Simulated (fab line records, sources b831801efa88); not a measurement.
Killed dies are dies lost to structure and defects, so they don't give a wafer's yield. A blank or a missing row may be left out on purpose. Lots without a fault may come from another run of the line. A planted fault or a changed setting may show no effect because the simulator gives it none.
A struck lot beside a sound one | flow gf180mcu | 20 steps out of a route of 602
Sound: wafers L554.1, L554.3, L554.5. Struck: wafers L567.1, L567.4, L567.5. The cause comes at the end.
At each step with rows: each side's tool, then ch and its chambers, then its first start. Under that, the readings that differ: sound wafers | struck wafers | difference of the means | sigmas: that difference in standard deviations of wafers without a fault.
alike: readings whose means differ by less than 2 such deviations, and words and numbers that are the same on both sides. not compared: withheld readings, readings that some wafer has no value for, bounds like >300 that may hide the same value, and numbers for which the record gives no deviation and whose values overlap.
The two part at a step that has a row with sigmas, a row that says differs or no value, or rows on one side only. Numbers that don't overlap but have no deviation are shown without sigmas and don't part them. A reading that every wafer of one side lacks parts them only if that side has two wafers or more.

first, 3 steps without rows for these wafers: GF_MVPSD_EXPOSE_04 (exposes mask MVPSD, target cd 1000 nm); GF_MVPSD_PEB_05; GF_MVPSD_DEVELOP_06 (develop time 60 s).
GF_MVPSD_OVL_MEAS_07:
  sound on overlay-02, day 5 03:37; struck on overlay-02, day 8 18:13
  alike: MVPSD_OVL
then, 2 steps without rows for these wafers: GF_MVPSD_IMPLANT_08; GF_MVPSD_IMPLANT_09.
GF_MVPSD_STRIP_10: strips in O2/N2.
  sound on plasma_asher-01 ch 0, day 5 03:57; struck on plasma_asher-01 ch 0,1, day 8 18:33
  alike: drypump_motor_current_A, heater_power_w, oes_product_au, strip_time_to_endpoint_s
  not compared: rf_hours_counter_h
GF_MVPSD_TW_MEAS_11:
  sound on film_metro-03, day 5 04:03; struck on film_metro-04, day 8 18:39
  alike: MVPSD_TW
then, 4 steps without rows for these wafers: GF_VT_IMPLANT_DEHYDRATE_00 (time 60 s); GF_VT_IMPLANT_HMDS_01 (prime time 60 s); GF_VT_IMPLANT_COAT_02 (resist thk 1000 nm); GF_VT_IMPLANT_SOFTBAKE_03 (time 60 s).
GF_VT_IMPLANT_EXPOSE_04: exposes mask LVPWELL LV AREA, target cd 600 nm.
  sound on iline_stepper-02 ch 0, day 5 10:46; struck on iline_stepper-02 ch 0, day 9 03:04
  reading | sound                                                 | struck               | difference | sigmas
  mask    | LVPWELL_LV_AREA#0 LVPWELL_LV_AREA#0 LVPWELL_LV_AREA#0 | MVSD#0 MVSD#0 MVSD#0 | differs    |
  alike: focus_offset_nm
then, 2 steps without rows for these wafers: GF_VT_IMPLANT_PEB_05; GF_VT_IMPLANT_DEVELOP_06 (develop time 60 s).
GF_VT_IMPLANT_OVL_MEAS_07:
  sound on overlay-01, day 5 17:10; struck on overlay-02, day 9 10:55
  reading             | sound        | struck | difference                    | sigmas
  VT_IMPLANT_OVL (nm) | 2.0 -0.3 1.4 | - - -  | no value on the struck wafers |
then, 1 step without rows for these wafers: GF_VT_IMPLANT_IMPLANT_08.
GF_VT_IMPLANT_STRIP_09: strips in O2/N2.
  sound on plasma_asher-02 ch 0,1, day 5 17:22; struck on plasma_asher-02 ch 0,1, day 9 11:06
  alike: drypump_motor_current_A, heater_power_w, oes_product_au, strip_time_to_endpoint_s
  not compared: rf_hours_counter_h
GF_VT_IMPLANT_TW_MEAS_10:
  sound on film_metro-02, day 5 17:28; struck on film_metro-01, day 9 11:26
  reading       | sound             | struck         | difference | sigmas
  VT_IMPLANT_TW | 564.5 563.7 567.0 | 30.2 30.1 30.2 | -534.9     | -99 or more
  not compared: hold
GF_PASSIVATION_PROBE_99:
  the record has rows for the sound wafers here (prober-01, day 28 20:21) and none for the struck ones

WHERE THEY PART
First at GF_VT_IMPLANT_EXPOSE_04; last, within this record, at GF_PASSIVATION_PROBE_99.

WHY: what the simulator had put in
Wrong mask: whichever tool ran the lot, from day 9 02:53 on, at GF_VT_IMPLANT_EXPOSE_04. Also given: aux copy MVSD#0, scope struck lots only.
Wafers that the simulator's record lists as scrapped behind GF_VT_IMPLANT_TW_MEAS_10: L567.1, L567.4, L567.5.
